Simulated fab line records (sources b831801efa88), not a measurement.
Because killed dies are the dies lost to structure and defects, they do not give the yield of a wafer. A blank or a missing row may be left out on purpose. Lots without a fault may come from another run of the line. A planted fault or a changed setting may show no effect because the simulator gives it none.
Which of the tools did it? -- flow sky130 -- 11 lots with 33 wafers sampled at 6 steps, on a route of 708 steps

WHAT THE GAUGES READ, wafer by wafer
SKY_LDD_LDN_TW_MEAS_13.
lot,measured,on,LDD_LDN_TW
L967,day 23 04:01,filmMetro-01,1477 1486 1491
L970,day 25 04:31,filmMetro-04,1484 1471 1476
L971,day 25 10:31,filmMetro-01,1495 1493 1491
L977,day 26 13:49,filmMetro-03,1469 1485 1482
L979,day 27 08:49,filmMetro-03,1469 1467 1474
L983,day 29 04:13,filmMetro-04,1470 1465 1458
L981,day 29 06:35,filmMetro-03,1475 1468 1470
L985,day 29 14:23,filmMetro-01,1502 1497 1498
L986,day 30 08:07,filmMetro-03,1468 1473 1466
L987,day 30 21:07,filmMetro-03,1475 1465 1473
L988,day 31 03:07,filmMetro-01,1493 1502 1496

SKY_POLY_CUT_CD_MEAS_08: target cd 270 nm.
lot,measured,on,cdNm (nm)
L967,day 24 11:53,cdSem-01,270.6 270.2 269.6
L970,day 26 11:20,cdSem-02,270.4 269.9 269.5
L971,day 26 16:58,cdSem-01,268.1 269.2 269.9
L977,day 27 20:19,cdSem-01,270.4 271.2 270.4
L979,day 28 15:00,cdSem-01,268.2 269.5 268.4
L983,day 30 10:19,cdSem-02,270.0 268.7 270.7
L981,day 30 12:50,cdSem-01,269.6 268.9 268.8
L985,day 30 20:06,cdSem-02,269.9 269.7 271.5
L986,day 31 15:13,cdSem-02,268.2 268.3 267.0
L987,day 32 02:08,cdSem-01,269.8 271.5 270.2
L988,day 32 08:41,cdSem-02,272.1 270.5 272.6

SKY_SD_N_TW_MEAS_12.
lot,measured,on,SD_N_TW
L967,day 28 02:54,filmMetro-03,3946 3963 3964
L970,day 30 00:44,filmMetro-02,4002 4008 4018
L971,day 30 07:59,filmMetro-04,30 30 30 30 30 30
L977,day 31 10:16,filmMetro-04,3961 3976 3974
L979,day 32 03:45,filmMetro-02,4016 4017 4026
L983,day 33 22:11,filmMetro-02,4001 4031 4025
L981,day 34 00:35,filmMetro-04,3933 3971 3974
L985,day 34 04:52,filmMetro-04,3969 3971 3954
L986,day 35 01:11,filmMetro-02,4020 4048 4020
L987,day 35 09:56,filmMetro-03,3996 3994 3988
L988,day 35 16:23,filmMetro-02,4041 4044 4037

SKY_LI_CONTACT_THK_MEAS_01.
lot,measured,on,LI_CONTACT_HDPCVD_THK (nm)
L967,day 28 03:49,filmMetro-02,941 945 945
L970,day 30 01:30,filmMetro-04,939 945 941
L977,day 31 11:01,filmMetro-02,942 953 945
L979,day 32 04:31,filmMetro-02,941 930 942
L983,day 33 22:58,filmMetro-02,941 939 939
L981,day 34 01:21,filmMetro-04,926 925 923
L985,day 34 05:37,filmMetro-02,925 929 934
L986,day 35 01:58,filmMetro-03,929 925 931
L987,day 35 10:44,filmMetro-04,924 926 933
L988,day 35 17:10,filmMetro-03,931 937 938

WHICH TOOL RAN EACH LOT (tool, then ch and the chambers of the sampled wafers, then the start)
lot,SKY_RES_XHIGH_STRIP_08,SKY_SD_N_STRIP_11
L967,"plasmaAsher-01 ch 0,1, day 26 21:50","plasmaAsher-03 ch 1, day 28 02:47"
L970,"plasmaAsher-02 ch 0,1, day 28 20:31","plasmaAsher-01 ch 0,1, day 30 00:38"
L971,"plasmaAsher-02 ch 0,1, day 29 03:22","plasmaAsher-03 ch 0,1, day 30 07:53"
L977,"plasmaAsher-03 ch 0,1, day 30 06:05","plasmaAsher-01 ch 0,1, day 31 10:10"
L979,"plasmaAsher-01 ch 0,1, day 30 23:38","plasmaAsher-03 ch 0,1, day 32 03:38"
L983,"plasmaAsher-01 ch 0,1, day 32 18:43","plasmaAsher-04 ch 0,1, day 33 22:05"
L981,"plasmaAsher-03 ch 0,1, day 32 21:17","plasmaAsher-03 ch 0,1, day 34 00:29"
L985,"plasmaAsher-02 ch 0,1, day 33 02:16","plasmaAsher-03 ch 0,1, day 34 04:46"
L986,"plasmaAsher-03 ch 0,1, day 33 21:50","plasmaAsher-04 ch 0,1, day 35 01:05"
L987,"plasmaAsher-01 ch 0,1, day 34 06:29","plasmaAsher-04 ch 0,1, day 35 09:50"
L988,"plasmaAsher-01 ch 0,1, day 34 13:50","plasmaAsher-01 ch 0,1, day 35 16:17"
- SKY_RES_XHIGH_STRIP_08: strips in O2/N2.
- SKY_SD_N_STRIP_11: strips in O2/N2.

WHAT THE TOOLS THEMSELVES READ (means of the sampled wafers that have a number; where no wafer has one, the mark that the record gives instead)
SKY_RES_XHIGH_STRIP_08.
lot,tool,drypumpMotorCurrentA (A),oesProductAu (a.u.),stripTimeToEndpointS (s)
L967,plasmaAsher-01,5.1,0.712,14.28
L970,plasmaAsher-02,5.4,0.710,14.28
L971,plasmaAsher-02,5.4,0.944,-
L977,plasmaAsher-03,5.7,0.710,14.38
L979,plasmaAsher-01,5.0,0.709,14.26
L983,plasmaAsher-01,5.0,0.711,14.29
L981,plasmaAsher-03,5.6,0.713,14.31
L985,plasmaAsher-02,5.4,0.709,14.29
L986,plasmaAsher-03,5.7,0.708,14.24
L987,plasmaAsher-01,5.1,0.713,14.24
L988,plasmaAsher-01,5.0,0.710,14.28

SKY_SD_N_STRIP_11.
lot,tool,drypumpMotorCurrentA (A),oesProductAu (a.u.),stripTimeToEndpointS (s)
L967,plasmaAsher-03,5.8,0.530,22.57
L970,plasmaAsher-01,5.1,0.524,22.56
L971,plasmaAsher-03,5.7,0.558,26.15
L977,plasmaAsher-01,5.1,0.527,22.60
L979,plasmaAsher-03,5.6,0.529,22.54
L983,plasmaAsher-04,6.1,0.523,22.49
L981,plasmaAsher-03,5.6,0.526,22.58
L985,plasmaAsher-03,5.6,0.525,22.55
L986,plasmaAsher-04,6.1,0.525,22.55
L987,plasmaAsher-04,6.1,0.530,22.61
L988,plasmaAsher-01,5.0,0.526,22.53

THE ANSWER, worked out from the rows above alone
Rule: usual is defined by the lots themselves. The widest of any qualifying gaps counts: lots, ordered by their means at a reading, are off when they make up no more than a third of the lots, leave a main group of 4 or more, and stand apart from it by 3 or more times the standard deviation of that group's means. A main group whose means are all the same, to the digits that the tables above print for the reading, isn't used. Also off: a lot with no number at a reading for which 4 or more lots have one. Any other lot the step has rows for is counted as sound. First the gauges in route order, then the tools' own readings, where a lot's mean is used as printed above. At the first step where some lot is off, the reading lying furthest off is the one used; lots without a number count as furthest.
Off: L971, seen at SKY_SD_N_TW_MEAS_12 (SD_N_TW). The main group has a mean of 3996 with a standard deviation of 30.
A tool fits if, at a process step before that reading, it ran every lot that is off, and no sound lot after the first of them. The gauges at SKY_SD_N_TW_MEAS_12 aren't tried: what is off there is off at SKY_RES_XHIGH_STRIP_08 too, on other tools, and a gauge's error can't cause that. Of those tried, none fits.

WHAT THE SIMULATOR HAD PUT IN
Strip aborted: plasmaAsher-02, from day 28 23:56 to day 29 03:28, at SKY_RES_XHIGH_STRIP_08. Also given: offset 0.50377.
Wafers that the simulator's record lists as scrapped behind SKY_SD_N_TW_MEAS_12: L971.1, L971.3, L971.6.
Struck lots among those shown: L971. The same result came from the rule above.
